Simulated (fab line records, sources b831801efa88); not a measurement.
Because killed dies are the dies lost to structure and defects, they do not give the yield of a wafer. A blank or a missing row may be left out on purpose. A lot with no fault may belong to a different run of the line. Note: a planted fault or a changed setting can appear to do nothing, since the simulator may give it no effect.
Struck lot and sound lot, side by side | flow sky130 | 25 steps out of a route of 708
Sound: wafers L478.2, L478.3, L478.4. Struck: wafers L489.2, L489.4, L489.5. The cause comes at the end.
Order at every step that has rows: each side's tool, ch and its chambers, its first start. Under that, the readings that differ: sound wafers | struck wafers | difference of the means | sigmas: that difference in standard deviations of wafers without a fault.
alike: words and numbers the same on both sides, and readings whose means are apart by under 2 such deviations; not compared: readings that were withheld, readings missing a value for some wafer, numbers with overlapping values and no deviation given by the record, and bounds like >300 which may hide the same value.
A row with sigmas, a row that says differs or no value, or rows on one side alone: a step with any of these is where the two part. Numbers that don't overlap but have no deviation are shown without sigmas and don't part them. Lack of a reading on every wafer of one side parts them only where that side has two or more wafers.

first, 3 steps without rows for these wafers: SKY_CAP2M_EXPOSE_09 (exposes mask CAP2M, target cd 1000 nm); SKY_CAP2M_PEB_10; SKY_CAP2M_DEVELOP_11 (develop time 60 s).
SKY_CAP2M_OVL_MEAS_12:
  sound: overlay-01 at day 41 01:03; struck: overlay-01 at day 44 21:30
  alike: CAP2M_OVL
SKY_CAP2M_METAL_ETCH_13: etches TiN in Cl2/BCl3, stops on SiO2, target depth 220 nm, time 62.9 s.
  sound on rie-metal-03 ch 0,1, day 41 01:05; struck on rie-metal-03 ch 0,1, day 44 21:32
  alike: drypump-motor-current-A, oes-product-au, throttle-valve-pct
  not compared: rf-hours-counter-h
SKY_CAP2M_STRIP_14: strips in O2/N2.
  sound on plasma-asher-01 ch 0,1, day 41 01:10; struck on plasma-asher-01 ch 0,1, day 44 21:36
  alike: drypump-motor-current-A, n2-flow-sccm, oes-product-au, strip-time-to-endpoint-s
  not compared: rf-hours-counter-h
then, 6 steps without rows for these wafers: SKY_CAP2M_STRIP_15 (strips in post etch residue remover, time 1200 s); SKY_CAP2M_CLEAN_16 (cleans in IPA, time 180 s); SKY_CAP2M_CLEAN_17 (cleans in O3/DIW); SKY_METAL4_DEHYDRATE_05 (time 60 s); SKY_METAL4_HMDS_06 (prime time 60 s); SKY_METAL4_COAT_07 (resist thk 60 nm).
SKY_METAL4_COAT_08: resist thk 1140 nm.
  sound on litho-track-04 ch 0, day 41 13:00; struck on litho-track-02 ch 0, day 45 08:00
  reading                                       | sound          | struck         | difference | sigmas
  model.KrF-thick_of_METAL4_COAT_08.thk-nm (nm) | 1145 1143 1139 | 1096 1099 1096 | -45        |
then, 4 steps without rows for these wafers: SKY_METAL4_SOFTBAKE_09 (time 90 s); SKY_METAL4_EXPOSE_10 (exposes mask MM4, target cd 300 nm); SKY_METAL4_PEB_11; SKY_METAL4_DEVELOP_12 (develop time 60 s).
SKY_METAL4_CD_MEAS_13 targets a cd of 300 nm.
  sound: cd-sem-01 at day 42 02:01; struck: cd-sem-01 at day 45 19:40
  alike: cd-nm
SKY_METAL4_OVL_MEAS_14:
  sound: overlay-01 at day 42 02:07; struck: overlay-02 at day 45 19:46
  reading         | sound     | struck | difference | sigmas
  METAL4_OVL (nm) | -6 -13 -9 | 4 5 1  | +13        | +3
SKY_METAL4_DESCUM_15: chemistry O2, time 8 s.
  sound on rie-metal-01 ch 0,1, day 42 02:09; struck on rie-metal-01 ch 0,1, day 45 19:48
  reading               | sound             | struck            | difference | sigmas
  oes-product-au (a.u.) | 0.975 0.993 0.976 | 0.995 1.010 1.000 | +0.020     | +2
  alike: drypump-motor-current-A
  not compared: rf-hours-counter-h
SKY_METAL4_ETCH_16: etches BARC in N2/H2, stops on SiO2, time 88.2 s, target depth 60 nm.
  sound on rie-metal-01 ch 0,1, day 42 02:11; struck on rie-metal-01 ch 0,1, day 45 19:50
  alike: drypump-motor-current-A, n2-flow-sccm, oes-product-au, throttle-valve-pct
  not compared: rf-hours-counter-h
SKY_METAL4_ETCH_17: etches SiO2 in C4F8/O2/Ar, stops on TiN, time 4.033 s, target depth 15 nm.
  sound on rie-diel-01 ch 0,1,2, day 42 02:17; struck on rie-diel-04 ch 0,2,3, day 45 19:56
  reading               | sound             | struck            | difference | sigmas
  oes-product-au (a.u.) | 0.733 0.735 0.730 | 0.751 0.754 0.742 | +0.016     | +2
  not compared: rf-hours-counter-h
SKY_METAL4_METAL_ETCH_18: etches the open film in Cl2/BCl3, stops on SiO2, target depth 845 nm, time 183.1 s.
  sound on rie-metal-02 ch 0,1, day 42 02:18; struck on rie-metal-04 ch 0,1, day 45 19:57
  reading                                       | sound           | struck            | difference | sigmas
  model.KrF-thick_of_METAL4_COAT_08.thk-nm (nm) | 535.1 528.2 536 | 472.3 467.3 470.2 | -63.2      |
  alike: drypump-motor-current-A, oes-product-au, throttle-valve-pct
  not compared: rf-hours-counter-h
SKY_METAL4_STRIP_19: strips in O2/N2.
  sound on plasma-asher-03 ch 0,1, day 42 02:28; struck on plasma-asher-01 ch 1, day 45 20:07
  reading                      | sound             | struck            | difference | sigmas
  n2-flow-sccm (sccm)          | 300.6 301.0 301.5 | 298.6 300.4 298.8 | -1.8       | -2
  oes-product-au (a.u.)        | 0.500 0.500 0.507 | 0.478 0.465 0.481 | -0.028     | -5
  strip-time-to-endpoint-s (s) | 6.62 6.54 6.62    | 5.99 5.93 5.98    | -0.63      | -7
  alike: drypump-motor-current-A
  not compared: rf-hours-counter-h
then, 1 step without rows for these wafers: SKY_METAL4_STRIP_20 (strips in post etch residue remover, time 1200 s).

== WHERE THEY PART ==
Last at SKY_METAL4_STRIP_19 as far as this record goes, first at SKY_METAL4_OVL_MEAS_14.

WHY: the cause the simulator had injected
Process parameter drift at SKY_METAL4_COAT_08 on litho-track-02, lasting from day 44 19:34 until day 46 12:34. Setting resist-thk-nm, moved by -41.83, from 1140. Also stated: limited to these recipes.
